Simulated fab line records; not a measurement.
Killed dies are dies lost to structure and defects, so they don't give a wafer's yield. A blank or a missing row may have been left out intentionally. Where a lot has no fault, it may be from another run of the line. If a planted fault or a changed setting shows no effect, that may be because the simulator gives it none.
Which tool is to blame? :: flow sky130 :: 18 wafers from 6 lots sampled at 3 of the route's 708 steps

== WHAT THE GAUGES SHOWED, per wafer ==
SKY_LDD_HVP_TW_MEAS_10.
lot: L216
measured: day 21 21:34
on: film metro-01
LDD_HVP_TW: 459.0 457.9 456.8

lot: L218
measured: day 22 07:16
on: film metro-03
LDD_HVP_TW: 458.3 456.7 457.0

lot: L221
measured: day 24 05:22
on: film metro-02
LDD_HVP_TW: 458.3 460.3 455.7

lot: L223
measured: day 24 11:40
on: film metro-03
LDD_HVP_TW: 455.0 454.6 454.9

lot: L230
measured: day 28 00:58
on: film metro-01
LDD_HVP_TW: 363.6 361.9 362.6

lot: L236
measured: day 29 17:13
on: film metro-03
LDD_HVP_TW: 451.7 455.2 453.9

== WHICH TOOL RAN EACH LOT (tool, then ch and the chambers of the sampled wafers, then the start) ==
lot: L216
SKY_LDD_HVN_STRIP_09: plasma asher-02 ch 0, day 20 14:37
SKY_LDD_HVP_IMPLANT_08: implanter-01 ch 0, day 21 21:20

lot: L218
SKY_LDD_HVN_STRIP_09: plasma asher-03 ch 0,1, day 21 01:10
SKY_LDD_HVP_IMPLANT_08: implanter-02 ch 0, day 22 07:02

lot: L221
SKY_LDD_HVN_STRIP_09: plasma asher-02 ch 0,1, day 22 23:52
SKY_LDD_HVP_IMPLANT_08: implanter-03 ch 0, day 24 05:07

lot: L223
SKY_LDD_HVN_STRIP_09: plasma asher-03 ch 0,1, day 23 05:31
SKY_LDD_HVP_IMPLANT_08: implanter-01 ch 0, day 24 11:25

lot: L230
SKY_LDD_HVN_STRIP_09: plasma asher-02 ch 0,1, day 26 20:13
SKY_LDD_HVP_IMPLANT_08: implanter-02 ch 0, day 28 00:43

lot: L236
SKY_LDD_HVN_STRIP_09: plasma asher-04 ch 0,1, day 28 12:01
SKY_LDD_HVP_IMPLANT_08: implanter-01 ch 0, day 29 16:58
- SKY_LDD_HVN_STRIP_09: strips in O2/N2.
- SKY_LDD_HVP_IMPLANT_08

== THE ANSWER, worked out from the rows above alone ==
Rule: usual is defined by the lots themselves. Put in order of their means at a reading, lots are off if they are a third of the lots or fewer, leave a main group of 4 or more, and stand apart from it by a gap of 3 or more times the standard deviation of the main group's means; of several such gaps the widest counts. The tables above print the reading to a certain number of digits; a main group whose means all agree to those digits is not used. Also off: a lot with no number at a reading for which 4 or more lots have one. Where the step has rows for the other lots, those lots are counted as sound.
Off: at SKY_LDD_HVP_TW_MEAS_10 (LDD_HVP_TW), L230. The main group: mean 456.4, standard deviation 1.8.
If a tool, at a process step before that reading, ran all the lots that are off and no sound lot after the first of them, it fits. Gauges at SKY_LDD_HVP_TW_MEAS_10: tried the same way as those tools. Can't be told from this: 3 tools fit, plasma asher-02 at SKY_LDD_HVN_STRIP_09, implanter-02 at SKY_LDD_HVP_IMPLANT_08, film metro-01 at SKY_LDD_HVP_TW_MEAS_10.

== WHAT THE SIMULATOR HAD INSERTED ==
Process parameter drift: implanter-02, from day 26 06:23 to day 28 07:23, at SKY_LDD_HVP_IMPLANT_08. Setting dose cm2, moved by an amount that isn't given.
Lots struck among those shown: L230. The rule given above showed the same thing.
